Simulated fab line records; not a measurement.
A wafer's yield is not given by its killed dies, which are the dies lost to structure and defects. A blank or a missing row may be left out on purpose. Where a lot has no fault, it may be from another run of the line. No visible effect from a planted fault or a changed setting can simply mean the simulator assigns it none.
fab line records    flow sfq-line
record: lots: 14  wafers: 42  last-day: 75
route steps=325 shown L0@3 M0@29 I0@56
lots untouched by any fault: they come from a run of this same line in which no faults occurred
start-h: hours from the record's opening day to when the first of the lot's shown wafers began    wait-h: hours from the lot's prior step to this one    " as in the row above    L1.1+2: several wafers, shown together as one row    - either no value or no given start    * or withheld: withheld    < > ~ a bound
route shown NAME@n: names a module that has steps shown in the file, with the first one's number in the route    usual: average and standard deviation across the fault-free wafers    same: alike in all rows    chamber/n: place in a boat    sites: each site's reading    _std_site: the standard deviation of these    _edge_site: the outer-site mean with the inner-site mean subtracted    radius-mm: how far each site lies from the wafer's centre    mask NAME#n: copy n    behind: the most recent tool/chamber to have shaped the wafer    hold: cause of the lot's hold/its duration in hours/its outcome    device: the n, p or np transistor that did not switch    end of line: the route-end tests of the same wafers    a step without rows: its recipe alone    killed: count of dies lost to structure and defects at first sort (not the wafer's yield)    map: per-die view of a wafer (x killed, . not killed, _ where there is no die)
set.NAME: the setting that was run; set.NAME@STEP: the one run at that earlier step    model.NAME: the simulator's own value behind a step, which no gauge read
route steps across a sampled set of lots; one table per step, one row per wafer
services: when a tool's chamber went out of use (start-h, in hours from the record's first day, below 0 if earlier), for how many hours, and the reason
== steps ==
step: SFQ_TRILAYER_L0_DEP_SPUTTER_003
recipe: material: MoNx_KI  base-pressure-pa: 1.33e-06  target-thk-nm: 40  power-w: 800  time-s: 100  chamber-pressure-pa: 0.4
usual: base-pressure-pa: 1.35e-06/7.6e-08  throttle-valve-pct: 30.3/0.98
lot.wafer  tool            chamber  start-h  wait-h  base-pressure-pa  throttle-valve-pct
L435.1     pvd-sputter-03  -        22.49    0.0     1.23e-06          28.7
L435.2     "               -        "        "       1.29e-06          29.7
L435.3     "               -        "        "       1.45e-06          30.1
L437.1     pvd-sputter-06  -        32.49    0.0     1.25e-06          32.3
L437.2     "               -        "        "       1.18e-06          31.1
L437.5     "               -        "        "       1.36e-06          32.2
L439.2     pvd-sputter-06  -        42.49    0.0     1.4e-06           32.2
L439.3     "               -        "        "       1.37e-06          31.0
L439.5     "               -        "        "       1.39e-06          31.3
L440.3     pvd-sputter-03  -        47.49    0.0     1.43e-06          28.7
L440.4     "               -        "        "       1.36e-06          29.2
L440.5     "               -        "        "       1.28e-06          29.2
L441.1     pvd-sputter-05  -        52.49    0.0     1.3e-06           29.9
L441.2     "               -        "        "       1.28e-06          30.0
L441.3     "               -        "        "       1.26e-06          30.7
L443.1     pvd-sputter-03  -        62.49    0.0     1.47e-06          29.0
L443.5     "               -        "        "       1.45e-06          29.0
L443.6     "               -        "        "       1.39e-06          29.8
L444.1     pvd-sputter-05  -        67.49    0.0     1.31e-06          30.0
L444.4     "               -        "        "       1.33e-06          31.0
L444.5     "               -        "        "       1.4e-06           29.9
L445.1     pvd-sputter-03  -        72.49    0.0     1.44e-06          28.8
L445.2     "               -        "        "       1.62e-06          29.3
L445.3     "               -        "        "       1.35e-06          29.9
L446.2     pvd-sputter-05  -        77.49    0.0     1.32e-06          30.9
L446.4     "               -        "        "       1.45e-06          30.0
L446.6     "               -        "        "       1.38e-06          29.7
L448.1     pvd-sputter-05  -        87.49    0.0     1.62e-06          30.0
L448.4     "               -        "        "       1.34e-06          31.1
L448.6     "               -        "        "       1.29e-06          30.6
L449.2     pvd-sputter-05  -        92.49    0.0     1.36e-06          31.1
L449.5     "               -        "        "       1.28e-06          31.2
L449.6     "               -        "        "       1.29e-06          30.1
L452.2     pvd-sputter-03  -        107.49   0.0     1.4e-06           28.4
L452.3     "               -        "        "       1.51e-06          29.1
L452.4     "               -        "        "       1.28e-06          29.8
L453.1     pvd-sputter-06  -        112.49   0.0     1.27e-06          31.2
L453.3     "               -        "        "       1.31e-06          32.5
L453.6     "               -        "        "       1.4e-06           31.0
L456.1     pvd-sputter-05  -        127.49   0.0     1.37e-06          30.8
L456.2     "               -        "        "       1.31e-06          30.9
L456.3     "               -        "        "       1.36e-06          30.1
step: SFQ_TRILAYER_L0_STRIP_STRIP_009
recipe: gas: O2  power-w: 200  platen-temp-c: 40  overash-fraction: 0.65  chemistry: O2  pressure-mtorr: 50
usual: drypump-motor-current-A: 5.9/0.36  oes-product-au: 1.001/0.008
lot.wafer  tool          chamber  start-h  wait-h  drypump-motor-current-A  oes-product-au  rf-hours-counter-h
L435.1     rie-metal-03  0        66.72    0.0     5.9                      1.000           43
L435.2     "             1        "        "       5.9                      1.003           95
L435.3     "             1        "        "       6.0                      0.997           -
L437.1     rie-metal-03  1        77.52    0.0     6.0                      0.999           96
L437.2     "             0        "        "       5.9                      0.987           45
L437.5     "             1        "        "       6.0                      0.995           -
L439.2     rie-metal-04  0        90.82    0.0     6.4                      1.003           148
L439.3     "             0        "        "       6.4                      1.004           -
L439.5     "             0        "        "       6.3                      1.002           -
L440.3     rie-metal-02  0        95.82    0.2     5.6                      0.994           -
L440.4     "             1        "        "       6.2                      0.984           -
L440.5     "             0        "        "       5.6                      0.998           -
L441.1     rie-metal-02  0        100.42   0.0     5.6                      0.994           197
L441.2     "             1        "        "       6.3                      1.004           151
L441.3     "             0        "        "       5.6                      0.995           -
L443.1     rie-metal-03  1        113.62   0.0     6.0                      0.994           104
L443.5     "             1        "        "       6.0                      1.000           -
L443.6     "             0        "        "       5.8                      1.004           -
L444.1     rie-metal-04  0        118.42   0.0     6.4                      1.005           154
L444.4     "             0        "        "       6.4                      1.005           -
L444.5     "             1        "        "       5.4                      0.997           -
L445.1     rie-metal-04  0        122.02   0.0     6.4                      0.999           154
L445.2     "             1        "        "       5.4                      1.003           100
L445.3     "             1        "        "       5.4                      0.997           -
L446.2     rie-metal-03  0        126.82   0.0     5.9                      0.996           55
L446.4     "             1        "        "       5.9                      1.010           -
L446.6     "             0        "        "       5.9                      1.009           -
L448.1     rie-metal-04  0        136.42   0.0     6.4                      1.006           157
L448.4     "             1        "        "       5.4                      1.019           -
L448.6     "             1        "        "       5.4                      1.010           -
L449.2     rie-metal-03  1        140.02   0.0     6.0                      1.011           109
L449.5     "             1        "        "       6.0                      1.010           -
L449.6     "             0        "        "       5.8                      1.003           -
L452.2     rie-metal-02  1        155.62   0.0     6.2                      1.005           164
L452.3     "             0        "        "       5.6                      1.008           -
L452.4     "             1        "        "       6.2                      0.992           -
L453.1     rie-metal-04  0        162.98   0.0     6.4                      0.993           162
L453.3     "             1        "        "       5.4                      0.999           -
L453.6     "             0        "        "       6.4                      1.000           -
L456.1     rie-metal-02  0        176.28   0.0     5.6                      0.991           4
L456.2     "             1        "        "       6.2                      1.006           168
L456.3     "             0        "        "       5.6                      1.010           -
step: SFQ_TRILAYER_M0_DEP_SPUTTER_019
recipe: material: Nb  base-pressure-pa: 1.33e-06  chamber-pressure-pa: 0.1333  substrate-temp-c: 20  resputter-cathode-voltage-v: 400  target-thk-nm: 200  power-w: 2000  time-s: 133.3
usual: base-pressure-pa: 1.34e-06/8e-08  throttle-valve-pct: 30.0/0.66
lot.wafer  tool            chamber  start-h  wait-h  base-pressure-pa  throttle-valve-pct
L435.1     pvd-sputter-04  -        107.79   0.0     1.52e-06          31.1
L435.2     "               -        "        "       1.41e-06          30.0
L435.3     "               -        "        "       1.35e-06          29.7
L437.1     pvd-sputter-04  -        118.59   0.0     1.34e-06          29.6
L437.2     "               -        "        "       1.36e-06          30.0
L437.5     "               -        "        "       1.31e-06          29.7
L439.2     pvd-sputter-05  -        139.94   0.0     1.41e-06          30.8
L439.3     "               -        "        "       1.24e-06          29.9
L439.5     "               -        "        "       1.36e-06          31.2
L440.3     pvd-sputter-03  -        147.91   0.0     1.39e-06          28.8
L440.4     "               -        "        "       1.27e-06          28.6
L440.5     "               -        "        "       1.29e-06          29.9
L441.1     pvd-sputter-04  -        149.71   0.0     1.3e-06           29.4
L441.2     "               -        "        "       1.31e-06          29.9
L441.3     "               -        "        "       1.33e-06          30.9
L443.1     pvd-sputter-05  -        170.36   0.0     1.41e-06          30.2
L443.5     "               -        "        "       1.28e-06          30.0
L443.6     "               -        "        "       1.37e-06          30.7
L444.1     pvd-sputter-04  -        174.13   0.0     1.28e-06          29.5
L444.4     "               -        "        "       1.26e-06          30.1
L444.5     "               -        "        "       1.24e-06          30.0
L445.1     pvd-sputter-05  -        175.16   0.0     1.5e-06           30.0
L445.2     "               -        "        "       1.33e-06          31.2
L445.3     "               -        "        "       1.24e-06          30.2
L446.2     pvd-sputter-04  -        188.46   0.0     1.42e-06          31.1
L446.4     "               -        "        "       1.42e-06          29.7
L446.6     "               -        "        "       1.44e-06          29.8
L448.1     pvd-sputter-03  -        199.08   0.0     1.11e-06          29.0
L448.4     "               -        "        "       1.38e-06          30.0
L448.6     "               -        "        "       1.46e-06          28.7
L449.2     pvd-sputter-04  -        202.68   0.0     1.24e-06          29.9
L449.5     "               -        "        "       1.32e-06          29.8
L449.6     "               -        "        "       1.31e-06          30.1
L452.2     pvd-sputter-04  -        223.18   0.0     1.32e-06          29.7
L452.3     "               -        "        "       1.32e-06          30.0
L452.4     "               -        "        "       1.34e-06          30.1
L453.1     pvd-sputter-05  -        229.86   0.0     1.46e-06          30.1
L453.3     "               -        "        "       1.35e-06          29.8
L453.6     "               -        "        "       1.44e-06          30.1
L456.1     pvd-sputter-05  -        246.81   0.0     1.26e-06          30.7
L456.2     "               -        "        "       1.3e-06           30.1
L456.3     "               -        "        "       1.23e-06          31.3
step: SFQ_M0_RS_MEAS_904
recipe: thk-meas-gauge: four-point-probe  reads: Nb_of_TRILAYER_M0_DEP_SPUTTER_019
usual: M0_NB_RS: 0.886/0.011
lot.wafer  tool           chamber  start-h  wait-h  hold                      M0_NB_RS[ohm/sq]
L435.1     film-metro-02  -        107.88   0.0     -                         0.878
L435.2     "              -        "        "       -                         0.864
L435.3     "              -        "        "       -                         0.882
L437.1     film-metro-02  -        118.68   0.0     -                         0.892
L437.2     "              -        "        "       -                         0.880
L437.5     "              -        "        "       -                         0.896
L439.2     film-metro-03  -        140.05   0.1     -                         0.884
L439.3     "              -        "        "       -                         0.891
L439.5     "              -        "        "       -                         0.894
L440.3     film-metro-02  -        148.04   0.1     -                         0.897
L440.4     "              -        "        "       -                         0.881
L440.5     "              -        "        "       -                         0.880
L441.1     film-metro-02  -        149.80   0.0     -                         0.904
L441.2     "              -        "        "       -                         0.901
L441.3     "              -        "        "       -                         0.892
L443.1     film-metro-01  -        170.45   0.0     -                         0.902
L443.5     "              -        "        "       -                         0.896
L443.6     "              -        "        "       -                         0.877
L444.1     film-metro-03  -        174.22   0.0     -                         0.885
L444.4     "              -        "        "       -                         0.869
L444.5     "              -        "        "       -                         0.880
L445.1     film-metro-03  -        175.25   0.0     -                         0.904
L445.2     "              -        "        "       -                         0.893
L445.3     "              -        "        "       -                         0.894
L446.2     film-metro-02  -        188.57   0.1     -                         0.892
L446.4     "              -        "        "       -                         0.886
L446.6     "              -        "        "       -                         0.898
L448.1     film-metro-03  -        199.17   0.0     -                         0.890
L448.4     "              -        "        "       -                         0.881
L448.6     "              -        "        "       -                         0.880
L449.2     film-metro-02  -        202.79   0.1     await-dispo/0.2h/release  0.970
L449.5     "              -        "        "       await-dispo/0.2h/release  0.887
L449.6     "              -        "        "       await-dispo/0.2h/release  0.887
L449.2     film-metro-02  -        203.08   0.3     -                         0.970
L449.5     "              -        "        "       -                         0.887
L449.6     "              -        "        "       -                         0.889
L452.2     film-metro-01  -        223.29   0.1     await-dispo/0.2h/release  0.894
L452.3     "              -        "        "       await-dispo/0.2h/release  0.892
L452.4     "              -        "        "       await-dispo/0.2h/release  0.974
L452.2     film-metro-01  -        223.58   0.3     -                         0.896
L452.3     "              -        "        "       -                         0.892
L452.4     "              -        "        "       -                         0.975
L453.1     film-metro-02  -        229.95   0.0     -                         0.886
L453.3     "              -        "        "       -                         0.892
L453.6     "              -        "        "       -                         0.894
L456.1     film-metro-01  -        246.90   0.0     -                         0.862
L456.2     "              -        "        "       -                         0.880
L456.3     "              -        "        "       -                         0.868
step: SFQ_TRILAYER_M0_ETCH_METAL_ETCH_024
recipe: target: Nb  stop-on: SiO2  mask-material: PR  chemistry: Cl2/Ar  target-depth-nm: 240  icp-w: 600  bias-w: 80  pressure-mtorr: 10  time-s: 120
usual: drypump-motor-current-A: 5.9/0.36  oes-product-au: 0.895/0.0075  rf-fwd-power-W: 596.6/1.8
lot.wafer  tool          chamber  start-h  wait-h  drypump-motor-current-A  oes-product-au  rf-fwd-power-W  rf-hours-counter-h
L435.1     rie-metal-04  0        158.01   0.0     6.4                      0.899           596.7           160
L435.2     "             1        "        "       5.4                      0.907           601.0           106
L435.3     "             1        "        "       5.4                      0.902           596.7           -
L437.1     rie-metal-04  0        167.61   0.0     6.4                      0.891           597.9           162
L437.2     "             1        "        "       5.4                      0.899           595.0           108
L437.5     "             0        "        "       6.4                      0.886           597.9           -
L439.2     rie-metal-01  0        189.27   0.0     5.8                      0.901           597.6           46
L439.3     "             1        "        "       5.9                      0.898           598.8           -
L439.5     "             1        "        "       5.9                      0.882           597.0           -
L440.3     rie-metal-03  0        196.20   0.1     5.8                      0.893           597.1           -
L440.4     "             1        "        "       6.0                      0.901           594.2           -
L440.5     "             1        "        "       6.0                      0.905           595.3           -
L441.1     rie-metal-01  1        197.22   0.0     5.8                      0.885           599.7           15
L441.2     "             0        "        "       5.7                      0.880           597.7           47
L441.3     "             1        "        "       5.8                      0.893           597.2           -
L443.1     rie-metal-04  0        222.42   0.0     6.4                      0.891           596.6           171
L443.5     "             1        "        "       5.4                      0.890           597.1           -
L443.6     "             0        "        "       6.3                      0.902           597.6           -
L444.1     rie-metal-04  1        228.42   0.0     5.5                      0.901           595.4           118
L444.4     "             0        "        "       6.4                      0.910           597.2           -
L444.5     "             0        "        "       6.4                      0.904           596.9           -
L445.1     rie-metal-04  1        230.82   0.0     5.4                      0.887           593.7           118
L445.2     "             0        "        "       6.4                      0.888           595.5           173
L445.3     "             1        "        "       5.4                      0.891           597.6           -
L446.2     rie-metal-04  0        240.42   0.0     6.4                      0.891           594.2           175
L446.4     "             1        "        "       5.4                      0.896           601.4           -
L446.6     "             0        "        "       6.4                      0.885           594.8           -
L448.1     rie-metal-04  1        252.42   0.0     5.4                      0.898           597.0           123
L448.4     "             1        "        "       5.4                      0.901           596.1           -
L448.6     "             1        "        "       5.4                      0.890           599.1           -
L449.2     rie-metal-04  1        254.82   0.0     5.4                      0.853           596.8           123
L449.5     "             0        "        "       6.4                      0.886           598.8           -
L449.6     "             1        "        "       5.5                      0.900           595.0           -
L452.2     rie-metal-03  1        278.92   0.0     5.9                      0.889           599.8           131
L452.3     "             0        "        "       5.8                      0.898           595.7           -
L452.4     "             1        "        "       6.0                      0.847           596.1           -
L453.1     rie-metal-04  0        284.92   0.0     6.4                      0.891           594.0           185
L453.3     "             0        "        "       6.4                      0.888           598.0           -
L453.6     "             1        "        "       5.4                      0.893           595.7           -
L456.1     rie-metal-03  0        306.79   0.0     5.9                      0.907           595.9           92
L456.2     "             1        "        "       6.0                      0.901           596.8           137
L456.3     "             0        "        "       5.9                      0.907           594.9           -
step: SFQ_TRILAYER_I0_VIA_STRIP_STRIP_035
recipe: gas: O2  power-w: 200  platen-temp-c: 40  overash-fraction: 0.65  chemistry: O2  pressure-mtorr: 50
usual: drypump-motor-current-A: 5.88/0.29  oes-product-au: 0.999/0.009
lot.wafer  tool          chamber  start-h  wait-h  drypump-motor-current-A  oes-product-au  rf-hours-counter-h
L435.1     rie-metal-04  0        238.12   -       6.35                     1.024           175
L435.2     "             1        "        "       5.41                     1.008           120
L435.3     "             1        "        "       5.41                     0.996           -
L437.1     rie-metal-02  0        249.67   -       5.64                     1.009           16
L437.2     "             1        "        "       6.25                     0.989           180
L437.5     "             1        "        "       6.20                     0.987           -
L439.2     rie-metal-02  1        265.27   -       6.22                     0.988           183
L439.3     "             0        "        "       5.64                     0.994           -
L439.5     "             0        "        "       5.64                     0.997           -
L440.3     rie-metal-01  0        272.67   -       5.77                     0.997           -
L440.4     "             1        "        "       5.84                     0.989           -
L440.5     "             0        "        "       5.79                     0.988           -
L441.1     rie-metal-04  0        273.67   -       6.39                     1.017           182
L441.2     "             0        "        "       6.40                     1.004           -
L441.3     "             0        "        "       6.39                     1.014           -
L443.1     rie-metal-01  0        301.27   -       5.77                     1.000           67
L443.5     "             0        "        "       5.77                     0.996           -
L443.6     "             1        "        "       5.87                     0.988           -
L444.1     rie-metal-04  0        309.67   -       6.41                     1.010           190
L444.4     "             1        "        "       5.42                     0.997           -
L444.5     "             1        "        "       5.44                     0.999           -
L445.1     rie-metal-01  0        310.96   -       5.77                     0.997           69
L445.2     "             1        "        "       5.86                     0.986           36
L445.3     "             0        "        "       5.77                     0.995           -
L446.2     rie-metal-04  1        321.76   -       5.45                     1.003           133
L446.4     "             1        "        "       5.44                     0.998           -
L446.6     "             0        "        "       6.43                     1.010           -
L448.1     rie-metal-01  0        332.56   -       5.77                     1.001           73
L448.4     "             0        "        "       5.77                     0.999           -
L448.6     "             1        "        "       5.87                     0.994           -
L449.2     rie-metal-01  0        336.16   -       5.76                     1.007           73
L449.5     "             1        "        "       5.87                     0.990           -
L449.6     "             0        "        "       5.75                     0.989           -
L452.2     rie-metal-02  0        357.76   -       5.62                     0.991           38
L452.3     "             0        "        "       5.61                     0.991           -
L452.4     "             1        "        "       6.24                     0.991           -
L453.1     rie-metal-02  1        366.16   -       6.28                     0.991           8
L453.3     "             1        "        "       6.25                     0.997           -
L453.6     "             1        "        "       6.22                     1.000           -
L456.1     rie-metal-01  0        405.85   -       5.75                     1.003           85
L456.2     "             1        "        "       5.86                     1.003           53
L456.3     "             1        "        "       5.87                     1.002           -
== services ==
tool            chamber  start-h  hours  kind
pvd-sputter-06  -        24.15    8.0    repair
rie-metal-02    -        110.28   2.8    pm
rie-metal-02    -        115.61   0.8    repair
rie-metal-03    -        119.00   0.2    repair
pvd-sputter-05  -        130.81   6.6    repair
pvd-sputter-05  -        154.67   8.9    repair
rie-metal-04    1        156.14   1.6    repair
rie-metal-04    -        205.07   0.6    repair
rie-metal-03    -        211.18   1.1    repair
rie-metal-03    1        216.37   18.4   repair
pvd-sputter-03  -        218.16   1.4    repair
pvd-sputter-04  -        236.19   7.7    repair
pvd-sputter-06  -        240.76   1.7    repair
pvd-sputter-04  -        244.04   3.2    repair
pvd-sputter-06  -        257.24   3.9    repair
pvd-sputter-03  -        261.42   4.3    repair
rie-metal-04    1        263.21   12.3   repair
pvd-sputter-05  2        267.68   -      consumable-replace:kit
rie-metal-04    0        323.20   -      clean
rie-metal-04    0        323.20   28.7   scheduled-down
rie-metal-04    0        323.20   28.7   vent-cycle
rie-metal-03    1        354.09   18.4   repair
pvd-sputter-06  -        388.16   3.8    repair
pvd-sputter-06  -        394.80   20.7   repair
== key ==
first-sign: step: SFQ_M0_RS_MEAS_904  reading: visit  direction: added
effect: step: SFQ_M0_RS_MEAS_904  reading: M0_NB_RS  direction: up  sigmas: 8.1  usual: 0.886  struck: 0.972
effect: step: SFQ_TRILAYER_M0_ETCH_METAL_ETCH_024  reading: oes-product-au  direction: down  sigmas: 6  usual: 0.895  struck: 0.850
met-at SFQ_TRILAYER_M0_DEP_SPUTTER_019
struck-lots L449,L452
struck-wafers L449.2,L452.4
not-acting-at SFQ_TRILAYER_L0_DEP_SPUTTER_003,SFQ_TRILAYER_L0_STRIP_STRIP_009,SFQ_TRILAYER_I0_VIA_STRIP_STRIP_035
onset-between 174.13 202.68
fault: kind: process-parameter-drift  tool: pvd-sputter-04  chamber: -  onset-h: 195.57  steps: SFQ_TRILAYER_M0_DEP_SPUTTER_019  channel: time-s  offset: *  shape: step  end-h: 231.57  acts-in: *  stated: *  scope: struck-wafers-only
